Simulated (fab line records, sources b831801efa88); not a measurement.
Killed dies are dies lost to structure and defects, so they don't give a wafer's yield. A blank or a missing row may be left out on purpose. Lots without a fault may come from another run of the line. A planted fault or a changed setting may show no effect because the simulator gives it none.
fab line records | flow sky130
record lots=6 wafers=18 last_day=50
route steps=708 shown FIELD_ISO@3
lots that met no fault: from a run of the same line without faults
start_h: hours from the record's first day to the start of the lot's first wafer shown | wait_h: hours since the lot's step before | " the same as in the row above | L1.1+2: a row that stands for several wafers | - no value, or no start given | * or withheld: withheld | < > ~ a bound
route shown NAME@n: a module of which the file shows steps, and the number in the route of the first | usual: mean/standard deviation of fault-free wafers | same: alike in all rows | chamber/n: place in a boat | sites: the reading at each site | _std_site: their standard deviation | _edge_site: outer sites' mean less inner sites' | radius_mm: how far each site lies from the wafer's centre | mask NAME#n: copy n | behind: the tool/chamber that last shaped the wafer | hold: why the lot was held/for how many hours/how that ended | device: the transistor (n, p or np) that didn't switch | end of line: the same wafers' tests at the end of the route | a step without rows: its recipe alone | killed: dies lost to structure and defects at the first sort, not the wafer's yield | map: a wafer's dies, x killed, . not, _ none there
set.NAME: the setting as run; set.NAME@STEP: as run at that earlier step | model.NAME: the simulator's own value behind a step, which no gauge read
lots at some steps of the route; a table a step, a row a wafer
services: from which hour (start_h, from the record's first day; less than 0 if before it) a tool's chamber was out of use, for how many hours, and why
## steps
# step SKY_FIELD_ISO_THK_MEAS_02
# recipe reads=SiO2_of_FIELD_ISO_OXIDATION_01
# usual FIELD_ISO_OXIDATION_00_THK=12.03/0.22
# columns lot.wafer tool chamber start_h wait_h FIELD_ISO_OXIDATION_00_THK[nm]
L226.3 film_metro-01 - 23.85 0.0 11.99
L226.4 " - " " 11.90
L226.6 " - " " 12.02
L231.1 film_metro-01 - 47.56 0.0 11.78
L231.3 " - " " 11.64
L231.6 " - " " 11.87
L239.1 film_metro-04 - 86.76 0.0 12.20
L239.3 " - " " 12.25
L239.6 " - " " 12.09
L241.3 film_metro-01 - 97.03 0.0 12.03
L241.5 " - " " 12.20
L241.6 " - " " 12.14
L244.2 film_metro-01 - 112.45 0.0 12.22
L244.3 " - " " 12.49
L244.4 " - " " 12.48
L246.4 film_metro-04 - 122.25 0.0 11.83
L246.5 " - " " 11.85
L246.6 " - " " 11.96
# step SKY_FIELD_ISO_CVD_03
# recipe material=Si3N4 precursor=DCS/NH3 target_thk_nm=165 temp_c=770 time_s=2830 pressure_mtorr=250
# step SKY_FIELD_ISO_THK_MEAS_04
# recipe reads=Si3N4_of_FIELD_ISO_CVD_03
# usual FIELD_ISO_CVD_03_THK=165.3/1.8
# columns lot.wafer tool chamber start_h wait_h FIELD_ISO_CVD_03_THK[nm]
L226.3 film_metro-03 - 26.67 0.0 166.0
L226.4 " - " " 167.5
L226.6 " - " " 167.0
L231.1 film_metro-03 - 49.40 0.0 165.1
L231.3 " - " " 165.1
L231.6 " - " " 165.9
L239.1 film_metro-04 - 89.69 0.0 165.1
L239.3 " - " " 166.3
L239.6 " - " " 166.6
L241.3 film_metro-04 - 98.87 0.0 167.0
L241.5 " - " " 168.3
L241.6 " - " " 167.6
L244.2 film_metro-03 - 114.30 0.0 165.1
L244.3 " - " " 164.7
L244.4 " - " " 164.0
L246.4 film_metro-04 - 125.51 0.0 163.8
L246.5 " - " " 163.2
L246.6 " - " " 163.2
# step SKY_FIELD_ISO_DEHYDRATE_05
# recipe temp_c=200 time_s=60
# step SKY_FIELD_ISO_HMDS_06
# recipe prime_time_s=60 prime_temp_c=120
# step SKY_FIELD_ISO_COAT_07
# recipe resist=BARC temp_c=withheld time_s=withheld spin_rpm=3000 resist_thk_nm=60
# step SKY_FIELD_ISO_COAT_08
# recipe resist=KrF-thick spin_rpm=3000 resist_thk_nm=450
# step SKY_FIELD_ISO_SOFTBAKE_09
# recipe temp_c=100 time_s=90 resist=KrF-thick
# step SKY_FIELD_ISO_EXPOSE_10
# recipe mask_id=FOM na=0.68 source_shape=annular sigma_inner=0.4 sigma_outer=0.8 target_cd_nm=150 dose_mj=28
# step SKY_FIELD_ISO_PEB_11
# recipe peb_temp_c=withheld peb_time_s=withheld resist=KrF-thick
# step SKY_FIELD_ISO_DEVELOP_12
# recipe develop_time_s=60 resist=KrF-thick dev_temp_c=21
# step SKY_FIELD_ISO_CD_MEAS_13
# recipe target_cd_nm=150
# usual cd_nm=149.8/1.5
# columns lot.wafer tool chamber start_h wait_h cd_nm
L226.3 cd_sem-02 - 42.13 - 147.9
L226.4 " - " " 148.2
L226.6 " - " " 149.0
L231.1 cd_sem-01 - 64.81 - 150.1
L231.3 " - " " 149.6
L231.6 " - " " 149.9
L239.1 cd_sem-02 - 107.64 - 149.2
L239.3 " - " " 149.7
L239.6 " - " " 149.3
L241.3 cd_sem-01 - 117.38 - 152.8
L241.5 " - " " 152.3
L241.6 " - " " 153.6
L244.2 cd_sem-01 - 132.76 - 147.6
L244.3 " - " " 148.0
L244.4 " - " " 148.5
L246.4 cd_sem-02 - 144.62 - 151.7
L246.5 " - " " 153.3
L246.6 " - " " 152.8
# step SKY_FIELD_ISO_ETCH_14
# recipe chemistry=N2/H2 target=BARC ion_energy_ev=200 source_w=500 bias_w=100 pressure_mtorr=30 n2_flow_sccm=100 h2_flow_sccm=200 stop_on=SiO2 time_s=45.9 target_depth_a=600
# usual drypump_motor_current_A=5.5/0.51 n2_flow_sccm=100.06/0.29 oes_product_au=0.855/0.0047 run_length_s=74.2/0.43 throttle_valve_pct=13.226/0.0095
# columns lot.wafer tool chamber start_h wait_h drypump_motor_current_A n2_flow_sccm oes_product_au rf_hours_counter_h run_length_s throttle_valve_pct model.etch.depth_nm model.KrF-thick_of_FIELD_ISO_COAT_08.thk_nm model.FIELD_ISO.cd_nm
L226.3 rie_diel-04 0 42.21 0.1 5.0 100.00 0.860 26 74.1 13.240 60.27 393.7 147.6
L226.4 " 1 " " 6.0 99.47 0.856 3 73.7 13.227 60.22 394.9 148.5
L226.6 " 2 " " 5.2 99.73 0.855 - 74.4 13.226 60.21 395.2 147.9
L231.1 rie_diel-04 2 64.93 0.1 5.2 99.60 0.851 100 74.3 13.237 60.08 391.7 149.2
L231.3 " 0 " " 5.0 100.08 0.851 26 74.4 13.223 59.75 392.5 149.4
L231.6 " 0 " " 5.0 99.97 0.860 - 73.9 13.233 60.02 391.6 149.1
L239.1 rie_diel-04 0 107.76 0.1 5.0 100.36 1.003 27 46.9 13.235 32.45 417.7 154.4
L239.3 " 1 " " 6.0 100.21 1.006 5 47.1 13.232 32.74 418 155.2
L239.6 " 0 " " 5.0 100.33 1.006 - 46.9 13.238 32.43 417.9 154.1
L241.3 rie_diel-04 0 117.46 0.1 5.0 99.89 1.005 28 47.0 13.220 32.46 420.6 158.1
L241.5 " 0 " " 5.0 100.12 1.010 - 47.0 13.246 32.67 420.4 156.5
L241.6 " 3 " " 5.2 100.15 0.981 - 47.1 13.234 31.42 420.5 159.1
L244.2 rie_diel-01 3 132.86 0.1 6.0 99.60 0.856 18 73.3 13.210 60.06 391.6 147.8
L244.3 " 2 " " 5.0 100.34 0.861 6 74.1 13.238 60.08 391 147.3
L244.4 " 1 " " 6.1 99.89 0.858 78 74.4 13.224 60.07 391 148.1
L246.4 rie_diel-01 0 144.68 0.0 4.8 99.75 0.859 5 73.8 13.220 59.91 393.1 151.3
L246.5 " 0 " " 4.8 99.85 0.855 - 73.8 13.208 59.75 393.7 153.4
L246.6 " 1 " " 6.1 100.25 0.857 - 74.8 13.234 59.98 392.8 152.5
# step SKY_FIELD_ISO_ETCH_15
# recipe chemistry=CHF3/O2 target_depth_nm=180 stop_on=Si source_w=600 bias_w=200 pressure_mtorr=40 chf3_flow_sccm=50 O2_flow_sccm=5 time_s=72
# usual drypump_motor_current_A=5.5/0.5 oes_product_au=0.947/0.0075 run_length_s=100.3/0.41 throttle_valve_pct=8.844/0.0085
# columns lot.wafer tool chamber start_h wait_h drypump_motor_current_A oes_product_au rf_hours_counter_h run_length_s throttle_valve_pct model.KrF-thick_of_FIELD_ISO_COAT_08.thk_nm
L226.3 rie_diel-04 0 42.25 0.0 5.0 0.941 26 100.2 8.835 236.8
L226.4 " 1 " " 6.0 0.956 3 99.9 8.843 237
L226.6 " 2 " " 5.2 0.959 - 100.5 8.847 240.3
L231.1 rie_diel-04 2 64.98 0.0 5.2 0.946 100 101.1 8.849 233.5
L231.3 " 0 " " 5.0 0.947 26 99.9 8.846 231.8
L231.6 " 0 " " 5.0 0.949 - 100.6 8.852 232
L239.1 rie_diel-04 0 107.80 0.0 5.0 0.379 27 100.3 8.685 259.5
L239.3 " 1 " " 6.0 0.371 5 99.9 8.672 260
L239.6 " 0 " " 5.0 0.372 - 100.3 8.667 259.7
L241.3 rie_diel-04 0 117.50 0.0 5.0 0.372 28 99.9 8.687 260.6
L241.5 " 0 " " 5.0 0.377 - 100.0 8.653 260.3
L241.6 " 3 " " 5.1 0.379 - 100.2 8.669 264.2
L244.2 rie_diel-01 3 132.90 0.0 6.0 0.943 18 100.1 8.849 236
L244.3 " 2 " " 5.0 0.943 6 100.2 8.841 234.7
L244.4 " 1 " " 6.0 0.952 78 100.6 8.854 233.4
L246.4 rie_diel-01 0 144.73 0.0 4.8 0.946 5 99.9 8.843 237.5
L246.5 " 0 " " 4.8 0.935 - 100.5 8.834 238.6
L246.6 " 1 " " 6.1 0.943 - 100.9 8.855 235.9
# step SKY_FIELD_ISO_STRIP_16
# recipe chemistry=O2/N2 power_w=1400 pressure_mtorr=1500 platen_temp_c=withheld o2_flow_sccm=3000 n2_flow_sccm=300 overash_fraction=0.5
# usual drypump_motor_current_A=5.3/0.34 n2_flow_sccm=300.2/0.89 o2_flow_sccm=3000/8.6 oes_product_au=0.378/0.0043 strip_time_to_endpoint_s=3.543/0.026
# columns lot.wafer tool chamber start_h wait_h drypump_motor_current_A n2_flow_sccm o2_flow_sccm oes_product_au rf_hours_counter_h strip_time_to_endpoint_s
L226.3 plasma_asher-02 0 42.34 0.1 4.9 299.4 3006 0.379 - 3.560
L226.4 " 1 " " 5.6 300.7 3007 0.368 - 3.550
L226.6 " 0 " " 4.9 299.7 2990 0.379 - 3.598
L231.1 plasma_asher-03 0 65.03 0.0 5.5 299.7 2990 0.377 24 3.514
L231.3 " 1 " " 5.8 302.8 3000 0.372 - 3.489
L231.6 " 1 " " 5.7 301.3 2992 0.379 - 3.497
L239.1 plasma_asher-02 1 107.85 0.0 5.6 300.3 3008 0.384 40 3.789
L239.3 " 1 " " 5.6 301.0 3001 0.385 - 3.792
L239.6 " 1 " " 5.6 300.6 2998 0.393 - 3.795
L241.3 plasma_asher-03 0 117.59 0.1 5.5 300.0 2990 0.387 - 3.803
L241.5 " 0 " " 5.5 299.1 3006 0.386 - 3.800
L241.6 " 1 " " 5.8 299.3 3001 0.390 - 3.841
L244.2 plasma_asher-02 0 132.95 0.0 5.0 300.6 3004 0.377 1 3.549
L244.3 " 0 " " 5.0 300.4 3014 0.373 - 3.524
L244.4 " 1 " " 5.6 300.9 2996 0.384 - 3.508
L246.4 plasma_asher-03 0 144.82 0.1 5.5 298.6 3002 0.369 - 3.563
L246.5 " 0 " " 5.5 298.7 3009 0.380 - 3.582
L246.6 " 1 " " 5.7 300.1 2992 0.377 - 3.541
# step SKY_FIELD_ISO_ETCH_17
# recipe target_depth_a=3420 mask_material=Si3N4 chemistry=HBr/Cl2/O2 target=Si taper_deg=5 icp_w=600 bias_w=150 pressure_mtorr=15 HBr_flow_sccm=150 Cl2_flow_sccm=40 O2_flow_sccm=6 time_s=97.7
# usual drypump_motor_current_A=5.79/0.26 oes_product_au=0.996/0.0082 run_length_s=126.24/0.3 throttle_valve_pct=25.658/0.01
# columns lot.wafer tool chamber start_h wait_h drypump_motor_current_A oes_product_au rf_hours_counter_h run_length_s throttle_valve_pct model.FIELD_ISO.cd_nm
L226.3 rie_si-02 3 42.40 0.0 5.64 0.987 21 126.43 25.680 148.4
L226.4 " 1 " " 5.66 0.993 130 126.55 25.665 149.3
L226.6 " 1 " " 5.67 0.996 - 125.89 25.654 147.4
L231.1 rie_si-02 1 65.13 0.1 5.69 0.990 131 125.68 25.667 149.6
L231.3 " 3 " " 5.65 0.972 21 125.95 25.681 150.2
L231.6 " 1 " " 5.67 0.988 - 125.76 25.653 149.9
L239.1 rie_si-01 1 107.95 0.1 5.31 0.987 49 126.66 25.667 155.8
L239.3 " 0 " " 6.08 0.990 31 126.18 25.659 156.4
L239.6 " 0 " " 6.07 0.989 - 125.91 25.665 154.5
L241.3 rie_si-02 1 117.65 0.0 5.67 1.002 131 126.07 25.651 159.6
L241.5 " 0 " " 5.66 0.991 - 126.13 25.663 156.6
L241.6 " 1 " " 5.67 1.000 - 126.22 25.646 159.4
L244.2 rie_si-01 3 133.05 0.1 6.15 1.002 88 126.02 25.667 148.8
L244.3 " 0 " " 6.08 0.986 31 126.09 25.655 146.8
L244.4 " 1 " " 5.29 0.990 49 126.58 25.657 148.5
L246.4 rie_si-02 1 144.88 0.0 5.68 0.997 131 125.72 25.678 151.8
L246.5 " 2 " " 5.94 1.003 - 125.92 25.662 153.1
L246.6 " 1 " " 5.69 1.000 - 125.84 25.650 153.6
# step SKY_FIELD_ISO_WET_ETCH_18
# recipe chemistry=H3PO4 target_depth_nm=25 temp_c=160 target=Si3N4 time_s=286
## services
# columns tool chamber start_h hours kind
plasma_asher-03 - 39.18 21.1 pm
plasma_asher-02 - 46.81 0.9 repair
plasma_asher-03 - 62.46 0.8 repair
plasma_asher-02 - 62.61 1.7 repair
rie_si-01 2 75.24 11.0 repair
rie_diel-04 2 83.13 2.0 repair
rie_diel-01 1 89.90 21.9 repair
rie_diel-01 0 94.48 4.5 repair
rie_diel-01 2 97.44 4.8 repair
plasma_asher-02 - 108.75 9.0 pm
plasma_asher-02 0 108.75 9.0 vent_cycle
plasma_asher-02 1 108.75 9.0 vent_cycle
plasma_asher-02 0 117.75 - clean
plasma_asher-02 1 117.75 - clean
rie_si-02 0 119.98 8.4 repair
rie_diel-04 1 120.65 3.1 repair
rie_diel-04 3 123.55 1.4 repair
## key
first_sign step=SKY_FIELD_ISO_ETCH_14 reading=run_length_s direction=down sigmas=64 usual=* struck=*
effect step=SKY_FIELD_ISO_ETCH_14 reading=oes_product_au direction=up sigmas=31 usual=0.855 struck=1.002
effect step=SKY_FIELD_ISO_ETCH_15 reading=oes_product_au direction=down sigmas=76 usual=0.947 struck=0.375
effect step=SKY_FIELD_ISO_STRIP_16 reading=strip_time_to_endpoint_s direction=up sigmas=10 usual=* struck=*
model_effect step=SKY_FIELD_ISO_ETCH_14 value=etch.depth_nm without=60.12 struck=32.36
model_effect step=SKY_FIELD_ISO_ETCH_15 value=KrF-thick_of_FIELD_ISO_COAT_08.thk_nm without=235.1 struck=260.7
model_effect step=SKY_FIELD_ISO_ETCH_17 value=FIELD_ISO.cd_nm without=152 struck=157
met_at SKY_FIELD_ISO_ETCH_14
struck_wafers L239.1,L239.3,L239.6,L241.3,L241.5,L241.6
later_rows_left_out L239.1,L239.3,L239.6,L241.3,L241.5,L241.6
sort_left_out L239.1,L239.3,L239.6,L241.3,L241.5,L241.6
tester_left_out L239,L241
onset_between 64.93 107.76
fault kind=process_parameter_drift tool=rie_diel-04 chamber=- onset_h=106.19 steps=SKY_FIELD_ISO_ETCH_14 channel=time_s offset=* shape=step end_h=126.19 acts_in=* stated=*
# tester_left_out: of these lots the tester's yield and bins aren't shown, on N5 and GAA mostly nor the transistor test; their killed dies are dies lost to structure and defects alone, not to doping, threshold or leakage, so they don't give the yield
# sort_left_out: the simulated sort isn't trusted on such a fault, so these wafers' sort isn't shown, and their yield isn't known
# later_rows_left_out: the simulator's readings of these wafers behind a module that went badly wrong aren't trusted and aren't shown, but for the sort
